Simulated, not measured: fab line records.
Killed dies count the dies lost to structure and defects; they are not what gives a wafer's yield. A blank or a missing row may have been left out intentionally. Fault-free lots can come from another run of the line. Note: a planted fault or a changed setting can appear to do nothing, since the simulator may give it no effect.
fab line records    flow sfq-line
record: lots: 6  wafers: 16  last-day: 83
route steps=325 shown M6@251
lots with no fault: from the same line, run without faults
start-h: start of the lot's first displayed wafer, in hours after the record's first day    wait-h: time in hours since the lot's previous step    " as in the row above    L1.1+2: a row that stands for several wafers    - no value present, or no start provided    * or withheld: withheld    < > ~ a bound
route shown NAME@n: names a module that has steps shown in the file, with the first one's number in the route    usual: mean/standard deviation of fault-free wafers    same: alike in all rows    chamber/n: place in a boat    sites: per-site readings    _std_site: standard deviation of those values    _edge_site: mean of outer sites minus mean of inner sites    radius-mm: how far each site lies from the wafer's centre    mask NAME#n: copy n    behind: the tool/chamber that last shaped the wafer    hold: why the lot went on hold/how many hours it stayed there/how the hold came to an end    device: the n, p or np transistor that did not switch    end of line: the tests these same wafers got at the end of their route    where a step has no rows: the recipe by itself    killed: at the first sort, the dies lost to defects and structure; wafer yield is something else    map: the dies of a wafer, with x for killed, . for not killed, _ for no die there
set.NAME: the setting the step ran with; set.NAME@STEP: the setting that earlier step ran with    model.NAME: the simulator's own value behind a step, which no gauge read
lots seen at some steps along the route; tables by step, rows by wafer
services: when a tool's chamber went out of use (start-h, in hours from the record's first day, below 0 if earlier), for how many hours, and the reason
== steps ==
step: SFQ_TRILAYER_M6_DEP_PRE_CLEAN_158
recipe: gas: Ar  time-s: 22.5  bias-v: 250
step: SFQ_TRILAYER_M6_DEP_SPUTTER_157
recipe: material: Nb  base-pressure-pa: 1.33e-06  chamber-pressure-pa: 0.1333  substrate-temp-c: 20  target-thk-nm: 200  power-w: 2000  time-s: 133.3
usual: chamber-pressure-pa: 0.13329/0.00028  throttle-valve-pct: 29.7/1.3
lot.wafer  tool            chamber  start-h  wait-h  chamber-pressure-pa  throttle-valve-pct
L723.1     pvd-sputter-06  -        1537.09  0.0     0.13338              29.0
L723.4     "               -        "        "       0.13334              30.9
L723.5     "               -        "        "       0.13343              29.1
L725.3     pvd-sputter-03  -        1543.09  0.0     0.13395              29.8
L725.4     "               -        "        "       0.13307              29.0
L725.6     "               -        "        "       0.13331              28.3
L729.1     pvd-sputter-04  -        1589.06  0.0     0.13345              30.6
L729.4     "               -        "        "       0.13374              31.4
L730.3     pvd-sputter-06  -        1591.46  0.0     0.1328               30.9
L730.4     "               -        "        "       0.13327              29.5
L743.1     pvd-sputter-03  -        1785.11  0.0     0.13313              31.5
L743.3     "               -        "        "       0.13318              28.9
L743.5     "               -        "        "       0.13329              28.7
L744.2     pvd-sputter-04  -        1811.51  0.0     0.13311              27.6
L744.4     "               -        "        "       0.13317              30.9
L744.6     "               -        "        "       0.13331              30.8
step: SFQ_M6_RS_MEAS_938
recipe: thk-meas-gauge: four-point-probe  reads: Nb_of_TRILAYER_M6_DEP_SPUTTER_157
usual: M6_NB_RS: 0.889/0.011
lot.wafer  tool           chamber  start-h  wait-h  M6_NB_RS[ohm/sq]
L723.1     film-metro-03  -        1537.18  0.0     0.890
L723.4     "              -        "        "       0.883
L723.5     "              -        "        "       0.888
L725.3     film-metro-04  -        1543.22  0.1     0.871
L725.4     "              -        "        "       0.872
L725.6     "              -        "        "       0.869
L729.1     film-metro-01  -        1589.15  0.0     0.902
L729.4     "              -        "        "       0.891
L730.3     film-metro-03  -        1591.60  0.1     0.899
L730.4     "              -        "        "       0.908
L743.1     film-metro-03  -        1785.20  0.0     0.870
L743.3     "              -        "        "       0.870
L743.5     "              -        "        "       0.871
L744.2     film-metro-04  -        1811.62  0.1     0.887
L744.4     "              -        "        "       0.911
L744.6     "              -        "        "       0.913
step: SFQ_TRILAYER_M6_LITHO_COAT_164
recipe: resist: BARC  spin-rpm: 3000  resist-thk-nm: 62
step: SFQ_TRILAYER_M6_LITHO_COAT_159
recipe: resist: KrF  spin-rpm: 3000  resist-thk-nm: 600
step: SFQ_TRILAYER_M6_LITHO_SOFTBAKE_163
recipe: temp-c: withheld  time-s: withheld  resist: KrF
step: SFQ_TRILAYER_M6_LITHO_EXPOSE_160
recipe: mask-id: M6  na: 0.6  source-shape: conventional  sigma-outer: 0.65  target-cd-nm: 500  dose-mj: 14.4
step: SFQ_TRILAYER_M6_LITHO_PEB_162
recipe: peb-temp-c: 115  peb-time-s: 60  resist: KrF
step: SFQ_TRILAYER_M6_LITHO_DEVELOP_161
recipe: time-s: 60  resist: KrF
step: SFQ_M6_OVL_MEAS_940
usual: M6_OVL: 1/5.6
lot.wafer  tool        chamber  start-h  wait-h  M6_OVL[nm]
L723.1     overlay-01  -        1624.55  0.1     -3
L723.4     "           -        "        "       -4
L723.5     "           -        "        "       -7
L725.3     overlay-01  -        1630.56  0.1     -6
L725.4     "           -        "        "       -9
L725.6     "           -        "        "       -6
L729.1     overlay-02  -        1669.62  0.1     -5
L729.4     "           -        "        "       3
L730.3     overlay-02  -        1672.04  0.1     -7
L730.4     "           -        "        "       -3
L743.1     overlay-02  -        1787.63  0.1     -4
L743.3     "           -        "        "       -3
L743.5     "           -        "        "       -2
L744.2     overlay-02  -        1814.10  0.1     3
L744.4     "           -        "        "       6
L744.6     "           -        "        "       -1
step: SFQ_TRILAYER_M6_BARC_OPEN_METAL_ETCH_206
recipe: mask-material: PR  chemistry: O2  target-depth-nm: 125  target: BARC  icp-w: 600  bias-w: 80  pressure-mtorr: 10  time-s: 41.7
usual: bias-w: 79.98/0.25  drypump-motor-current-A: 5.6/0.38  oes-product-au: 0.685/0.0045
lot.wafer  tool          chamber  start-h  wait-h  bias-w  drypump-motor-current-A  oes-product-au  rf-hours-counter-h
L723.1     rie-metal-01  1        1624.58  0.0     80.43   6.1                      0.683           58
L723.4     "             1        "        "       80.01   6.1                      0.692           -
L723.5     "             0        "        "       79.89   5.4                      0.685           -
L725.3     rie-metal-03  1        1630.60  0.0     80.27   5.7                      0.689           -
L725.4     "             0        "        "       80.03   5.0                      0.691           -
L725.6     "             1        "        "       79.86   5.7                      0.691           -
L729.1     rie-metal-01  1        1669.66  0.0     79.66   6.1                      0.679           64
L729.4     "             1        "        "       79.97   6.1                      0.686           -
L730.3     rie-metal-01  1        1672.08  0.0     80.26   6.1                      0.682           -
L730.4     "             0        "        "       79.68   5.4                      0.683           -
L743.1     rie-metal-03  0        1787.67  0.0     80.61   5.0                      0.690           98
L743.3     "             1        "        "       79.88   5.7                      0.684           -
L743.5     "             1        "        "       80.40   5.7                      0.692           -
L744.2     rie-metal-03  0        1814.13  0.0     80.29   5.0                      0.690           101
L744.4     "             0        "        "       79.86   5.0                      0.674           -
L744.6     "             1        "        "       80.45   5.7                      0.694           -
step: SFQ_TRILAYER_M6_ETCH_METAL_ETCH_162
recipe: target: Nb  stop-on: SiO2  mask-material: PR  chemistry: Cl2/Ar  target-depth-nm: 240  icp-w: 600  bias-w: 80  pressure-mtorr: 10  time-s: 120
usual: bias-w: 79.95/0.23  drypump-motor-current-A: 5.6/0.39  oes-product-au: 0.895/0.008
lot.wafer  tool          chamber  start-h  wait-h  bias-w  drypump-motor-current-A  oes-product-au  rf-hours-counter-h  model.KrF_of_TRILAYER_M6_LITHO_COAT_159.thk-nm
L723.1     rie-metal-01  1        1624.64  0.0     80.29   6.1                      0.900           58                  386.4
L723.4     "             1        "        "       80.35   6.1                      0.901           -                   385.3
L723.5     "             0        "        "       79.64   5.3                      0.902           -                   387.6
L725.3     rie-metal-03  1        1630.69  0.1     80.12   5.7                      0.904           -                   387.2
L725.4     "             0        "        "       80.09   5.0                      0.911           -                   374.5
L725.6     "             1        "        "       79.76   5.7                      0.909           -                   386.8
L729.1     rie-metal-01  1        1669.72  0.0     79.57   6.1                      0.885           64                  385.4
L729.4     "             1        "        "       79.97   6.1                      0.894           -                   403.5
L730.3     rie-metal-01  1        1672.16  0.1     79.89   6.1                      0.890           -                   383.5
L730.4     "             0        "        "       80.15   5.3                      0.884           -                   404.4
L743.1     rie-metal-03  0        1787.73  0.0     79.88   5.0                      0.903           98                  379.6
L743.3     "             1        "        "       79.70   5.7                      0.908           -                   383.9
L743.5     "             1        "        "       80.17   5.7                      0.901           -                   384.9
L744.2     rie-metal-03  0        1814.19  0.0     79.97   5.0                      0.887           101                 377.8
L744.4     "             0        "        "       80.08   5.0                      0.882           -                   377.6
L744.6     "             1        "        "       79.94   5.7                      0.879           -                   388.3
step: SFQ_TRILAYER_M6_STRIP_STRIP_163
recipe: gas: O2  power-w: 200  platen-temp-c: 40  overash-fraction: 0.65  chemistry: O2  pressure-mtorr: 50
usual: drypump-motor-current-A: 5.6/0.39  oes-product-au: 0.990/0.014
lot.wafer  tool          chamber  start-h  wait-h  drypump-motor-current-A  oes-product-au  rf-hours-counter-h
L723.1     rie-metal-01  1        1624.77  0.1     6.1                      0.983           58
L723.4     "             1        "        "       6.1                      0.986           -
L723.5     "             0        "        "       5.3                      0.978           -
L725.3     rie-metal-03  1        1630.97  0.2     5.7                      0.979           -
L725.4     "             0        "        "       5.0                      1.019           -
L725.6     "             1        "        "       5.7                      0.983           -
L729.1     rie-metal-01  1        1669.85  0.1     6.1                      0.989           64
L729.4     "             1        "        "       6.1                      0.982           -
L730.3     rie-metal-01  1        1672.45  0.2     6.1                      0.985           -
L730.4     "             0        "        "       5.3                      0.980           -
L743.1     rie-metal-03  0        1787.85  0.1     5.0                      1.020           98
L743.3     "             1        "        "       5.7                      0.987           -
L743.5     "             1        "        "       5.7                      0.987           -
L744.2     rie-metal-03  0        1814.32  0.1     5.0                      0.997           101
L744.4     "             0        "        "       5.0                      1.007           -
L744.6     "             1        "        "       5.7                      0.978           -
== services ==
tool            chamber  start-h  hours  kind
pvd-sputter-03  -        1540.05  1.8    repair
rie-metal-01    0        1543.38  -      clean
rie-metal-01    0        1543.38  -      consumable-replace:focus-ring
rie-metal-01    0        1543.38  20.0   scheduled-down
rie-metal-01    0        1543.38  20.0   vent-cycle
pvd-sputter-03  0        1606.73  -      consumable-replace:kit
pvd-sputter-03  0        1606.73  18.0   scheduled-down
pvd-sputter-03  0        1606.73  18.0   vent-cycle
pvd-sputter-04  -        1690.12  1.2    repair
pvd-sputter-04  2        1708.42  -      consumable-replace:kit
pvd-sputter-04  2        1708.42  18.0   scheduled-down
pvd-sputter-04  2        1708.42  18.0   vent-cycle
pvd-sputter-06  -        1724.42  36.5   repair
rie-metal-01    -        1747.45  2.8    pm
rie-metal-01    -        1763.33  2.4    repair
pvd-sputter-04  -        1786.10  1.1    repair
== key ==
first-sign none at tools or gauges
model-effect: step: SFQ_TRILAYER_M6_ETCH_METAL_ETCH_162  value: KrF_of_TRILAYER_M6_LITHO_COAT_159.thk-nm  without: 386.4  struck: 403.9
met-at SFQ_TRILAYER_M6_ETCH_METAL_ETCH_162
struck-wafers L729.4,L730.4
onset-between 1624.64 1669.72
fault: kind: process-parameter-drift  tool: rie-metal-01  chamber: -  onset-h: 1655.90  steps: SFQ_TRILAYER_M6_ETCH_METAL_ETCH_162  channel: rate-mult  offset: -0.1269  shape: step  end-h: 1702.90  scope: struck-wafers-only
